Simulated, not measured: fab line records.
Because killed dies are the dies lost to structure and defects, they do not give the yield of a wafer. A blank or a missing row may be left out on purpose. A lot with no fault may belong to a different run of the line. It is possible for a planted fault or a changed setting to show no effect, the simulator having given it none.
Lot-split experiment | flow sky130 | 23 wafers read from 5 lots, route of 708 steps

ON THE SPLIT
At SKY_GATE_OXIDE_OXIDATION_01 (stabilise 600 s, purge 300 s, target thk 10.268 nm), the setting ox time s was moved away from the recipe's 1473 s on 20 of the 23 wafers read, by -9.9% to +11.5%. This setting was run at the recipe's value on the other wafers.

Reading taken at the split's own step.

THE READING
SiO2_of_GATE_OXIDE_OXIDATION_01.thk nm (the simulator's own value, which no gauge read), in nm, at SKY_GATE_OXIDE_OXIDATION_01 (stabilise 600 s, purge 300 s, target thk 10.268 nm). The file gives no usual value for it. Across the 3 wafers here that went through the recipe, the average is 10.250 nm and the standard deviation 0.099 nm.

wafer  | tool, chamber at the split | ox time s as run, s | against the recipe | SiO2_of_GATE_OXIDE_OXIDATION_01.thk nm, nm | against lot-mates on the recipe
L077.2 | -, -                       | 1327                | -9.9%              | 9.657                                      | no lot-mate on the recipe
L077.3 | -, -                       | 1327                | -9.9%              | 9.529                                      | no lot-mate on the recipe
L077.4 | -, -                       | 1327                | -9.9%              | 9.637                                      | no lot-mate on the recipe
L077.5 | -, -                       | 1327                | -9.9%              | 9.496                                      | no lot-mate on the recipe
L077.6 | -, -                       | 1327                | -9.9%              | 9.579                                      | no lot-mate on the recipe
L078.1 | -, -                       | 1622                | +10.1%             | 10.58                                      | no lot-mate on the recipe
L078.2 | -, -                       | 1622                | +10.1%             | 10.84                                      | no lot-mate on the recipe
L078.3 | -, -                       | 1622                | +10.1%             | 10.81                                      | no lot-mate on the recipe
L078.4 | -, -                       | 1622                | +10.1%             | 10.8                                       | no lot-mate on the recipe
L078.5 | -, -                       | 1622                | +10.1%             | 10.78                                      | no lot-mate on the recipe
L080.1 | -, -                       | 1606                | +9.0%              | 10.82                                      | no lot-mate on the recipe
L080.2 | -, -                       | 1606                | +9.0%              | 11.04                                      | no lot-mate on the recipe
L080.4 | -, -                       | 1606                | +9.0%              | 10.91                                      | no lot-mate on the recipe
L080.5 | -, -                       | 1606                | +9.0%              | 10.93                                      | no lot-mate on the recipe
L080.6 | -, -                       | 1606                | +9.0%              | 10.77                                      | no lot-mate on the recipe
L081.1 | -, -                       | 1642                | +11.5%             | 11.38                                      | no lot-mate on the recipe
L081.2 | -, -                       | 1642                | +11.5%             | 11.51                                      | no lot-mate on the recipe
L081.3 | -, -                       | 1642                | +11.5%             | 11.48                                      | no lot-mate on the recipe
L081.5 | -, -                       | 1642                | +11.5%             | 11.48                                      | no lot-mate on the recipe
L081.6 | -, -                       | 1642                | +11.5%             | 11.47                                      | no lot-mate on the recipe
L082.1 | furnace-02, 0              | 1473                | recipe             | 10.18                                      | -
L082.4 | furnace-02, 0              | 1473                | recipe             | 10.18                                      | -
L082.5 | furnace-02, 0              | 1473                | recipe             | 10.39                                      | -

FIT RESULTS
A straight line over all 23 wafers: SiO2_of_GATE_OXIDE_OXIDATION_01.thk nm changes by +0.0746 nm for each +1% of ox time s; r = +0.94; the points scatter about the line by 0.23 nm.
Too few moved wafers have a lot-mate on the recipe to fit a line with each lot's own level taken away.

FILE'S OWN FIT
SiO2_of_GATE_OXIDE_OXIDATION_01.thk nm changes by +0.0747 nm for each +1% of ox time s, r = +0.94.
